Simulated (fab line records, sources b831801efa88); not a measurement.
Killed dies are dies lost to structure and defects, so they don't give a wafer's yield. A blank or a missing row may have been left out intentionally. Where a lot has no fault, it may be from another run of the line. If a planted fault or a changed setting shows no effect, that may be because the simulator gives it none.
Which tool did it? + flow gf180mcu + 18 wafers from 6 lots sampled at 3 of the route's 602 steps

== WHAT THE GAUGES READ, wafer by wafer ==
GF_NWELL_TW_MEAS_11.
| lot  | measured    | on            | NWELL_TW       |
|------|-------------|---------------|----------------|
| L594 | day 3 14:52 | film metro-03 | 1577 1569 1568 |
| L600 | day 4 21:34 | film metro-01 | 1580 1589 1575 |
| L603 | day 5 14:10 | film metro-03 | 1916 1914 1922 |
| L607 | day 6 12:10 | film metro-03 | 1901 1905 1903 |
| L614 | day 8 02:32 | film metro-01 | 1601 1591 1596 |
| L616 | day 8 14:02 | film metro-03 | 1555 1553 1555 |

== EACH LOT AND THE TOOL THAT RAN IT (in order: tool; ch and the chambers of the sampled wafers; start) ==
| lot  | GF_DNWELL_COAT_02                | GF_DNWELL_STRIP_08                  |
|------|----------------------------------|-------------------------------------|
| L594 | litho track-01 ch 0, day 2 19:04 | plasma asher-02 ch 0,1, day 3 01:37 |
| L600 | litho track-01 ch 0, day 4 00:17 | plasma asher-01 ch 0,1, day 4 06:37 |
| L603 | litho track-01 ch 0, day 4 16:35 | plasma asher-02 ch 0,1, day 4 23:31 |
| L607 | litho track-01 ch 0, day 5 12:56 | plasma asher-04 ch 0,1, day 5 20:46 |
| L614 | litho track-03 ch 0, day 7 01:22 | plasma asher-01 ch 0,1, day 7 09:46 |
| L616 | litho track-03 ch 0, day 7 12:28 | plasma asher-04 ch 0,1, day 7 20:51 |
- GF_DNWELL_COAT_02: resist thk 3000 nm.
- GF_DNWELL_STRIP_08: strips in O2/N2.

== THE ANSWER, worked out from the rows above alone ==
Rule: the usual values come from the lots themselves. The widest of any qualifying gaps counts: lots, ordered by their means at a reading, are off when they make up no more than a third of the lots, leave a main group of 4 or more, and stand apart from it by 3 or more times the standard deviation of that group's means. The tables above print the reading to a certain number of digits; a main group whose means all agree to those digits is not used. Also off: a lot with no number at a reading for which 4 or more lots have one. Any other lot the step has rows for is counted as sound.
Off: at GF_NWELL_TW_MEAS_11 (NWELL_TW), L603, L607. Main group: mean 1576, sd 15.
A tool fits if, at a process step before that reading, it ran every lot that is off, and no sound lot after the first of them. The gauges at GF_NWELL_TW_MEAS_11 are tried like those tools. One fits: GF_DNWELL_COAT_02 on litho track-01. Its last sound lot is L600 (day 4 00:17), its first lot that is off L603 (day 4 16:35): a fault that began between those two fits.

== WHAT THE SIMULATOR HAD INSERTED ==
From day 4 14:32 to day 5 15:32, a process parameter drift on litho track-01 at GF_DNWELL_COAT_02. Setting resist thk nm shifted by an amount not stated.
Shown lots that were struck: L603, L607. This agrees with what the rule above found.
